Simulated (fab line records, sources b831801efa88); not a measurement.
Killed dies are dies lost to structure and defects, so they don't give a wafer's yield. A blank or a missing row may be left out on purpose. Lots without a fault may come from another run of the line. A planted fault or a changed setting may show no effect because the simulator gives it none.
Which tool did it? | flow gf180mcu | 11 lots, 31 wafers sampled, at 4 steps of a route of 602

WHAT THE GAUGES READ, wafer by wafer
GF_V1_THK_MEAS_25: measures by xrf.
lot  | measured     | on            | V1_W_THK (nm)
L424 | day 18 03:29 | film_metro-02 | 348 347 346
L428 | day 19 17:05 | film_metro-03 | 340 340 337
L429 | day 20 04:04 | film_metro-02 | 352 349 350
L430 | day 20 09:53 | film_metro-04 | 333 335
L431 | day 20 20:56 | film_metro-03 | 344 349
L436 | day 22 20:53 | film_metro-03 | 335 340 343
L437 | day 23 04:02 | film_metro-04 | 344 344 340
L442 | day 24 18:31 | film_metro-04 | 340 336 339
L443 | day 24 23:35 | film_metro-03 | 339 336 336
L446 | day 25 22:24 | film_metro-02 | 335 343 333
L447 | day 26 08:00 | film_metro-04 | 338 341 339

GF_M2_RS_MEAS_05: measures by four-point-probe.
lot  | measured     | on            | M2_ALCU_RS (ohm/sq)
L424 | day 18 04:05 | film_metro-04 | 0.0701 0.0700 0.0703
L428 | day 19 17:41 | film_metro-02 | 0.0701 0.0691 0.0688
L429 | day 20 04:40 | film_metro-01 | 0.0701 0.0706 0.1112
L430 | day 20 10:30 | film_metro-04 | 0.1100 0.1115
L431 | day 20 21:33 | film_metro-02 | 0.1102 0.1104
L436 | day 22 21:29 | film_metro-04 | 0.0678 0.0682 0.0682
L437 | day 23 04:38 | film_metro-02 | 0.0695 0.0696 0.0691
L442 | day 24 19:08 | film_metro-02 | 0.0707 0.0705 0.0697
L443 | day 25 00:10 | film_metro-01 | 0.0708 0.0698 0.0702
L446 | day 25 22:59 | film_metro-04 | 0.0699 0.0694 0.0691
L447 | day 26 08:44 | film_metro-02 | 0.0697 0.0705 0.0697

GF_M2_THK_MEAS_06: measures by xrf.
lot  | measured     | on            | M2_ALCU_THK (nm)
L424 | day 18 04:11 | film_metro-04 | 449 447 445
L428 | day 19 17:47 | film_metro-02 | 450 454 455
L429 | day 20 04:47 | film_metro-01 | 444 438 281
L430 | day 20 10:35 | film_metro-04 | 285 280
L431 | day 20 21:38 | film_metro-02 | 286 287
L436 | day 22 21:35 | film_metro-04 | 458 455 457
L437 | day 23 04:44 | film_metro-02 | 453 452 455
L442 | day 24 19:15 | film_metro-02 | 442 446 450
L443 | day 25 00:17 | film_metro-01 | 440 445 442
L446 | day 25 23:06 | film_metro-04 | 446 450 449
L447 | day 26 08:51 | film_metro-02 | 450 447 449

WHICH TOOL RAN EACH LOT (tool, then ch and the chambers of the sampled wafers, then the start)
lot  | GF_M2_SPUTTER_02
L424 | pvd_sputter-02, day 18 03:58
L428 | pvd_sputter-01, day 19 17:34
L429 | pvd_sputter-03, day 20 04:34
L430 | pvd_sputter-03, day 20 10:21
L431 | pvd_sputter-03, day 20 21:24
L436 | pvd_sputter-01, day 22 21:22
L437 | pvd_sputter-01, day 23 04:31
L442 | pvd_sputter-02, day 24 19:02
L443 | pvd_sputter-03, day 25 00:05
L446 | pvd_sputter-03, day 25 22:53
L447 | pvd_sputter-02, day 26 08:38
- GF_M2_SPUTTER_02: material AlCu, target thk 450 nm, time 23.9 s.

WHAT THE TOOLS THEMSELVES READ (means of the sampled wafers that have a number; where no wafer has one, the mark that the record gives instead)
GF_M2_SPUTTER_02.
lot  | tool           | throttle_valve_pct (%)
L424 | pvd_sputter-02 | 29.0
L428 | pvd_sputter-01 | 30.6
L429 | pvd_sputter-03 | 30.1
L430 | pvd_sputter-03 | 29.0
L431 | pvd_sputter-03 | 29.4
L436 | pvd_sputter-01 | 30.2
L437 | pvd_sputter-01 | 30.4
L442 | pvd_sputter-02 | 29.3
L443 | pvd_sputter-03 | 30.1
L446 | pvd_sputter-03 | 30.2
L447 | pvd_sputter-02 | 30.2

THE ANSWER, worked out from the rows above alone
Rule: what is usual is taken from the lots themselves. Put in order of their means at a reading, lots are off if they are a third of the lots or fewer, leave a main group of 4 or more, and stand apart from it by a gap of 3 or more times the standard deviation of the main group's means; of several such gaps the widest counts. A main group whose means are all the same, to the digits that the tables above print for the reading, isn't used. A lot without any number at a reading at which 4 lots or more have one is off too. The other lots that the step has rows for count as sound. The gauges are gone through in route order, then the tools' own readings, and for those a lot's mean is taken as printed above. The first step at which some lot is off is used, and at that step the reading that is off furthest; a lot without a number counts as furthest.
Off: L429, L430, L431, at GF_M2_RS_MEAS_05 (M2_ALCU_RS). The main group: mean 0.0696 ohm/sq, standard deviation 0.00069.
A tool fits if, at a process step before that reading, it ran every lot that is off, and no sound lot after the first of them. The gauges at GF_M2_RS_MEAS_05 are tried like those tools. None of those tried fits.

WHAT THE SIMULATOR HAD PUT IN
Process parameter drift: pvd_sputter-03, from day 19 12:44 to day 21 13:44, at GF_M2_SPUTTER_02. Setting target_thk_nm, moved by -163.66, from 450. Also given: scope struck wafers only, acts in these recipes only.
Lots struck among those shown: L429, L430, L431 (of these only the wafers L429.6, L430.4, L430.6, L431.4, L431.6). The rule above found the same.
